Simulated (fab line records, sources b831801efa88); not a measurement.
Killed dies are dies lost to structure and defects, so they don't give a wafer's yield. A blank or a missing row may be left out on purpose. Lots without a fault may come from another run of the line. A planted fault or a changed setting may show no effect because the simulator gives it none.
fab line records | flow sky130
record lots=14 wafers=42 last_day=50
route steps=708 shown CAP2M@615 METAL4@631 VIA4@649
lots that met no fault: from a run of the same line without faults
start_h: hours from the record's first day to the start of the lot's first wafer shown | wait_h: hours since the lot's step before | " the same as in the row above | L1.1+2: a row that stands for several wafers | - no value, or no start given | * or withheld: withheld | < > ~ a bound
route shown NAME@n: a module of which the file shows steps, and the number in the route of the first | usual: mean/standard deviation of fault-free wafers | same: alike in all rows | chamber/n: place in a boat | sites: the reading at each site | _std_site: their standard deviation | _edge_site: outer sites' mean less inner sites' | radius_mm: how far each site lies from the wafer's centre | mask NAME#n: copy n | behind: the tool/chamber that last shaped the wafer | hold: why the lot was held/for how many hours/how that ended | device: the transistor (n, p or np) that didn't switch | end of line: the same wafers' tests at the end of the route | a step without rows: its recipe alone | killed: dies lost to structure and defects at the first sort, not the wafer's yield | map: a wafer's dies, x killed, . not, _ none there
set.NAME: the setting as run; set.NAME@STEP: as run at that earlier step | model.NAME: the simulator's own value behind a step, which no gauge read
steps of the route over a sample of lots; a table a step, a row a wafer
services: from which hour (start_h, from the record's first day; less than 0 if before it) a tool's chamber was out of use, for how many hours, and why
## steps
# step SKY_CAP2M_OVL_MEAS_12
# usual CAP2M_OVL=-0.1/1.4
# columns lot.wafer tool chamber start_h wait_h CAP2M_OVL[nm]
L831.2 overlay-02 - 958.55 0.1 -2.3
L831.4 " - " " 0.4
L831.5 " - " " 0.4
L832.1 overlay-02 - 959.04 0.1 0.6
L832.2 " - " " -0.4
L832.3 " - " " 0.6
L833.1 overlay-02 - 968.78 0.1 -0.9
L833.2 " - " " -2.6
L833.6 " - " " -1.3
L835.2 overlay-01 - 988.23 0.1 2.5
L835.5 " - " " 2.5
L835.6 " - " " 4.4
L836.1 overlay-02 - 991.64 0.1 1.4
L836.3 " - " " 0.8
L836.6 " - " " 1.8
L838.1 overlay-02 - 1015.09 0.1 0.4
L838.2 " - " " -0.1
L838.4 " - " " 0.6
L839.2 overlay-01 - 1015.88 0.1 -1.4
L839.5 " - " " -0.4
L839.6 " - " " -1.7
L840.1 overlay-02 - 1017.18 0.1 0.5
L840.3 " - " " -1.5
L840.4 " - " " -1.0
L846.1 overlay-02 - 1071.98 0.1 -3.3
L846.4 " - " " -2.1
L846.5 " - " " -3.9
L848.2 overlay-02 - 1074.48 0.1 -1.3
L848.3 " - " " -2.2
L848.6 " - " " -0.7
L851.3 overlay-02 - 1088.19 0.1 0.2
L851.5 " - " " 0.9
L851.6 " - " " 1.7
L852.3 overlay-02 - 1090.89 0.1 -1.2
L852.4 " - " " -0.1
L852.6 " - " " 0.3
L853.1 overlay-01 - 1104.39 0.1 0.2
L853.2 " - " " -1.9
L853.3 " - " " -0.7
L854.2 overlay-01 - 1107.88 0.1 1.7
L854.4 " - " " 1.6
L854.5 " - " " 2.0
# step SKY_CAP2M_METAL_ETCH_13
# recipe target_depth_nm=220 stop_on=SiO2 chemistry=Cl2/BCl3 target=TiN pressure_mtorr=10 icp_w=900 bias_w=48.5 Cl2_flow_sccm=60 bcl3_flow_sccm=30 time_s=62.9
# usual drypump_motor_current_A=5.7/0.54 oes_product_au=0.944/0.007 rf_fwd_power_W=892/3.1 throttle_valve_pct=21.900/0.01
# columns lot.wafer tool chamber start_h wait_h drypump_motor_current_A oes_product_au rf_fwd_power_W rf_hours_counter_h throttle_valve_pct
L831.2 rie_metal-04 0 958.58 0.0 6.1 0.953 891 13 21.904
L831.4 " 0 " " 6.0 0.944 887 - 21.906
L831.5 " 1 " " 6.0 0.933 891 - 21.892
L832.1 rie_metal-02 0 959.08 0.0 4.8 0.957 896 0 21.889
L832.2 " 1 " " 5.7 0.963 887 11 21.892
L832.3 " 0 " " 4.8 0.960 897 - 21.880
L833.1 rie_metal-01 0 968.81 0.0 6.4 0.938 894 13 21.903
L833.2 " 1 " " 5.2 0.941 894 1 21.891
L833.6 " 1 " " 5.2 0.944 893 - 21.896
L835.2 rie_metal-01 1 988.26 0.0 5.2 0.943 896 1 21.882
L835.5 " 0 " " 6.4 0.942 887 - 21.912
L835.6 " 1 " " 5.2 0.944 895 - 21.881
L836.1 rie_metal-02 1 991.68 0.0 5.7 0.932 889 12 21.902
L836.3 " 0 " " 4.8 0.944 890 - 21.909
L836.6 " 0 " " 4.8 0.944 892 - 21.881
L838.1 rie_metal-01 1 1015.13 0.0 5.2 0.943 890 3 21.914
L838.2 " 0 " " 6.4 0.935 887 15 21.914
L838.4 " 1 " " 5.2 0.941 891 - 21.903
L839.2 rie_metal-02 0 1015.91 0.0 4.8 0.933 891 3 21.908
L839.5 " 0 " " 4.8 0.948 892 - 21.898
L839.6 " 1 " " 5.7 0.949 892 - 21.900
L840.1 rie_metal-02 1 1017.21 0.0 5.7 0.934 889 14 21.905
L840.3 " 0 " " 4.8 0.938 901 - 21.916
L840.4 " 1 " " 5.7 0.938 885 - 21.905
L846.1 rie_metal-01 0 1072.01 0.0 6.4 0.955 892 18 21.891
L846.4 " 0 " " 6.4 0.942 889 - 21.897
L846.5 " 0 " " 6.4 0.949 890 - 21.903
L848.2 rie_metal-01 0 1074.51 0.0 6.4 0.948 896 18 21.913
L848.3 " 1 " " 5.2 0.951 892 - 21.925
L848.6 " 1 " " 5.2 0.950 895 - 21.897
L851.3 rie_metal-02 1 1088.24 0.0 5.7 0.935 890 - 21.910
L851.5 " 0 " " 4.8 0.925 899 - 21.926
L851.6 " 1 " " 5.7 0.933 891 - 21.919
L852.3 rie_metal-02 0 1090.94 0.0 4.8 0.944 895 - 21.905
L852.4 " 1 " " 5.7 0.951 886 - 21.888
L852.6 " 1 " " 5.6 0.943 893 - 21.892
L853.1 rie_metal-01 1 1104.43 0.0 5.2 0.939 894 8 21.900
L853.2 " 0 " " 6.4 0.951 893 20 21.886
L853.3 " 0 " " 6.4 0.944 894 - 21.897
L854.2 rie_metal-04 1 1107.91 0.0 6.0 0.935 888 5 21.914
L854.4 " 0 " " 6.1 0.937 886 - 21.915
L854.5 " 1 " " 6.0 0.939 889 - 21.896
# step SKY_METAL4_DESCUM_15
# recipe chemistry=O2 source_power_w=150 bias_power_w=0 pressure_mtorr=10 temp_c=40 time_s=8
# usual drypump_motor_current_A=5.6/0.46 oes_product_au=0.997/0.014 rf_fwd_power_W=147.1/0.99
# columns lot.wafer tool chamber start_h wait_h drypump_motor_current_A oes_product_au rf_fwd_power_W rf_hours_counter_h
L831.2 rie_metal-04 1 983.53 0.0 6.0 0.984 146.9 18
L831.4 " 0 " " 6.1 0.994 146.5 -
L831.5 " 0 " " 6.0 0.992 146.6 -
L832.1 rie_metal-04 1 984.10 0.0 6.0 0.992 146.0 18
L832.2 " 0 " " 6.1 0.979 147.1 14
L832.3 " 1 " " 6.0 0.988 146.4 -
L833.1 rie_metal-03 1 993.23 0.0 6.0 1.025 148.0 3
L833.2 " 0 " " 5.6 1.007 146.0 14
L833.6 " 0 " " 5.6 1.012 145.9 -
L835.2 rie_metal-02 1 1012.18 0.0 5.7 0.974 145.7 13
L835.5 " 1 " " 5.7 0.968 145.4 -
L835.6 " 0 " " 4.8 0.997 147.6 -
L836.1 rie_metal-04 0 1015.73 0.0 6.1 0.998 146.8 17
L836.3 " 0 " " 6.1 0.992 147.1 -
L836.6 " 0 " " 6.1 0.997 147.6 -
L838.1 rie_metal-02 0 1038.80 0.0 4.8 0.986 148.0 4
L838.2 " 1 " " 5.7 0.986 146.1 15
L838.4 " 0 " " 4.8 1.009 147.9 -
L839.2 rie_metal-02 0 1039.78 0.0 4.8 0.983 148.4 4
L839.5 " 1 " " 5.6 0.987 145.5 -
L839.6 " 0 " " 4.8 0.999 147.7 -
L840.1 rie_metal-02 0 1040.53 0.0 4.8 0.989 148.1 5
L840.3 " 1 " " 5.7 0.988 146.3 -
L840.4 " 0 " " 4.8 1.004 147.9 -
L846.1 rie_metal-04 1 1093.23 0.0 6.0 1.006 147.1 4
L846.4 " 0 " " 6.0 0.996 147.3 -
L846.5 " 0 " " 6.1 0.988 147.1 -
L848.2 rie_metal-03 1 1096.30 0.0 5.9 1.005 148.7 11
L848.3 " 1 " " 6.0 1.011 148.3 -
L848.6 " 1 " " 6.0 1.003 148.2 -
L851.3 rie_metal-03 1 1109.24 0.0 5.9 1.008 148.9 -
L851.5 " 1 " " 5.9 1.009 148.5 -
L851.6 " 0 " " 5.6 1.003 146.5 -
L852.3 rie_metal-02 1 1112.34 0.0 5.7 0.983 146.9 -
L852.4 " 0 " " 4.8 1.003 148.8 -
L852.6 " 0 " " 4.8 0.998 148.2 -
L853.1 rie_metal-02 1 1123.75 0.0 5.7 0.977 145.6 20
L853.2 " 0 " " 4.8 0.996 148.4 10
L853.3 " 1 " " 5.7 0.977 145.5 -
L854.2 rie_metal-02 0 1128.88 0.0 4.8 0.999 148.7 11
L854.4 " 0 " " 4.8 1.000 149.1 -
L854.5 " 0 " " 4.8 0.996 148.8 -
# step SKY_VIA4_DEVELOP_10
# recipe resist=NOVOLAK developer=TMAH develop_time_s=60 dev_temp_c=23
# usual chill_plate_temp_C=22.99/0.1 develop_time_s=60/0
# columns lot.wafer tool chamber start_h wait_h chill_plate_temp_C develop_time_s
L831.2 litho_track-02 0 1007.05 0.1 23.06 60
L831.4 " 0 " " 23.06 60
L831.5 " 0 " " 23.11 60
L832.1 litho_track-04 0 1008.09 0.1 22.87 60
L832.2 " 0 " " 23.04 60
L832.3 " 0 " " 22.99 60
L833.1 litho_track-02 0 1017.33 0.1 22.99 60
L833.2 " 0 " " 22.95 60
L833.6 " 0 " " 23.06 60
L835.2 litho_track-02 0 1036.60 0.1 22.88 60
L835.5 " 0 " " 22.85 60
L835.6 " 0 " " 23.16 60
L836.1 litho_track-04 0 1040.09 0.1 22.98 60
L836.3 " 0 " " 22.97 60
L836.6 " 0 " " 22.85 60
L838.1 litho_track-04 0 1062.29 0.1 23.08 60
L838.2 " 0 " " 23.20 60
L838.4 " 0 " " 23.09 60
L839.2 litho_track-02 - 1062.35 0.1 - -
L839.5 " - " " - -
L839.6 " - " " - -
L840.1 litho_track-03 - 1064.08 0.1 - -
L840.3 " - " " - -
L840.4 " - " " - -
L846.1 litho_track-03 0 1114.83 0.1 22.91 60
L846.4 " 0 " " 22.98 60
L846.5 " 0 " " 23.00 60
L848.2 litho_track-03 0 1118.10 0.1 22.94 60
L848.3 " 0 " " 23.01 60
L848.6 " 0 " " 23.08 60
L851.3 litho_track-02 0 1130.53 0.1 23.02 60
L851.5 " 0 " " 22.94 60
L851.6 " 0 " " 23.04 60
L852.3 litho_track-02 0 1133.43 0.1 23.01 60
L852.4 " 0 " " 23.10 60
L852.6 " 0 " " 22.91 60
L853.1 litho_track-02 0 1143.83 0.1 23.11 60
L853.2 " 0 " " 23.01 60
L853.3 " 0 " " 22.86 60
L854.2 litho_track-02 0 1148.55 0.1 22.84 60
L854.4 " 0 " " 22.94 60
L854.5 " 0 " " 22.89 60
## services
# columns tool chamber start_h hours kind
rie_metal-04 - 940.30 0.7 repair
rie_metal-04 - 951.42 2.2 repair
rie_metal-02 - 973.19 2.8 pm
rie_metal-01 - 996.49 0.4 repair
rie_metal-04 1 1007.08 - clean
rie_metal-04 1 1007.08 29.9 scheduled_down
rie_metal-04 1 1007.08 29.9 vent_cycle
rie_metal-02 - 1021.32 0.3 repair
rie_metal-03 - 1031.37 1.9 repair
rie_metal-01 - 1088.55 4.3 pm
rie_metal-04 0 1131.50 21.5 repair
## key
first_sign step=SKY_VIA4_DEVELOP_10 reading=tool_record direction=missing
effect none on later readings
met_at SKY_VIA4_DEVELOP_10
struck_lots L839,L840
later_rows_left_out L839.2,L839.5,L839.6,L840.1,L840.3,L840.4
sort_left_out L839.2,L839.5,L839.6,L840.1,L840.3,L840.4
not_acting_at SKY_CAP2M_OVL_MEAS_12,SKY_CAP2M_METAL_ETCH_13,SKY_METAL4_DESCUM_15
onset_between 1036.60 1062.35
fault kind=skipped_step_whole tool=litho_track-02,litho_track-03 chamber=- onset_h=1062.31 steps=SKY_VIA4_DEVELOP_10 scope=struck_lots_only
# sort_left_out: the simulated sort isn't trusted on such a fault, so these wafers' sort isn't shown, and their yield isn't known
# later_rows_left_out: the simulator's readings of these wafers behind a module that went badly wrong aren't trusted and aren't shown, but for the sort
